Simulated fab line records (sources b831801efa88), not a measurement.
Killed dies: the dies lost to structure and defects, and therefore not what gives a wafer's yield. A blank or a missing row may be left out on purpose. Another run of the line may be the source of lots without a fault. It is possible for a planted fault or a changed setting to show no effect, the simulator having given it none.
Matching of chambers || flow sky130 || SKY_VIA1_CMP_24 on cmp-02: 4 sister chambers
The step polishes, stops on SiO2, t overpolish 15 s, target thk 0 nm. 8 wafers are shown with their chamber, then 12 later ones without.

WAFERS, EACH WITH ITS CHAMBER
{"wafer": "L077.6", "chamber": 2, "motor current A (A)": 10.6, "time to endpoint s (s)": 68}
{"wafer": "L080.1", "chamber": 3, "motor current A (A)": 9.6, "time to endpoint s (s)": 63}
{"wafer": "L086.6", "chamber": 3, "motor current A (A)": 9.8, "time to endpoint s (s)": 64}
{"wafer": "L088.3", "chamber": 0, "motor current A (A)": 10.9, "time to endpoint s (s)": 67}
{"wafer": "L088.5", "chamber": 0, "motor current A (A)": 10.2, "time to endpoint s (s)": 69}
{"wafer": "L090.1", "chamber": 2, "motor current A (A)": 10.6, "time to endpoint s (s)": 63}
{"wafer": "L090.2", "chamber": 1, "motor current A (A)": 9.0, "time to endpoint s (s)": 67}
{"wafer": "L090.5", "chamber": 1, "motor current A (A)": 9.0, "time to endpoint s (s)": 69}

WAFERS WITH NO CHAMBER GIVEN
{"wafer": "L092.1", "motor current A (A)": 10.4, "time to endpoint s (s)": 66}
{"wafer": "L092.2", "motor current A (A)": 9.0, "time to endpoint s (s)": 65}
{"wafer": "L092.5", "motor current A (A)": 10.7, "time to endpoint s (s)": 65}
{"wafer": "L095.1", "motor current A (A)": 10.6, "time to endpoint s (s)": 60}
{"wafer": "L095.4", "motor current A (A)": 10.6, "time to endpoint s (s)": 56}
{"wafer": "L095.6", "motor current A (A)": 10.6, "time to endpoint s (s)": 61}
{"wafer": "L096.1", "motor current A (A)": 9.2, "time to endpoint s (s)": 66}
{"wafer": "L096.3", "motor current A (A)": 10.5, "time to endpoint s (s)": 65}
{"wafer": "L096.6", "motor current A (A)": 9.7, "time to endpoint s (s)": 65}
{"wafer": "L097.2", "motor current A (A)": 9.7, "time to endpoint s (s)": 63}
{"wafer": "L097.4", "motor current A (A)": 9.8, "time to endpoint s (s)": 59}
{"wafer": "L097.6", "motor current A (A)": 10.7, "time to endpoint s (s)": 67}

CHAMBER TAKEN BY EACH
{"wafer": "L092.1", "from the rows above": "can't be placed: 2 or 0", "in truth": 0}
{"wafer": "L092.2", "from the rows above": "can't be placed: 1 or 3", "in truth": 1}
{"wafer": "L092.5", "from the rows above": "can't be placed: 2 or 0", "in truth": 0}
{"wafer": "L095.1", "from the rows above": "can't be placed: 2 or 0 or 3", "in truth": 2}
{"wafer": "L095.4", "from the rows above": "can't be placed: 2 or 3 or 0", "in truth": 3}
{"wafer": "L095.6", "from the rows above": "can't be placed: 2 or 0 or 3", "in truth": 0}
{"wafer": "L096.1", "from the rows above": "can't be placed: 1 or 3", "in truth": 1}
{"wafer": "L096.3", "from the rows above": "can't be placed: 2 or 0", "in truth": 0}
{"wafer": "L096.6", "from the rows above": 3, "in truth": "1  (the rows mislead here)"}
{"wafer": "L097.2", "from the rows above": 3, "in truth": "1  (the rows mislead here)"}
{"wafer": "L097.4", "from the rows above": 3, "in truth": 3}
{"wafer": "L097.6", "from the rows above": "can't be placed: 0 or 2", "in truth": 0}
Correctly placed: 1 of 12. These rows do not allow placing 9 (true chamber among the candidates in 9). Wrongly placed: 2.
How it was worked out, from the rows above alone: a wafer's distance from a chamber is the root of the sum, over the readings, of the square of ((its reading less the chamber's mean) divided by the reading's scatter). The wafer belongs to the nearest chamber; if the next one is less than 2 further off, it can't be placed. A chamber's mean is the mean of its shown wafers. How the scatter is found: for the shown wafers, subtract from each reading the mean of its chamber, square and add these, divide the total by (wafers less chambers), then take the root.
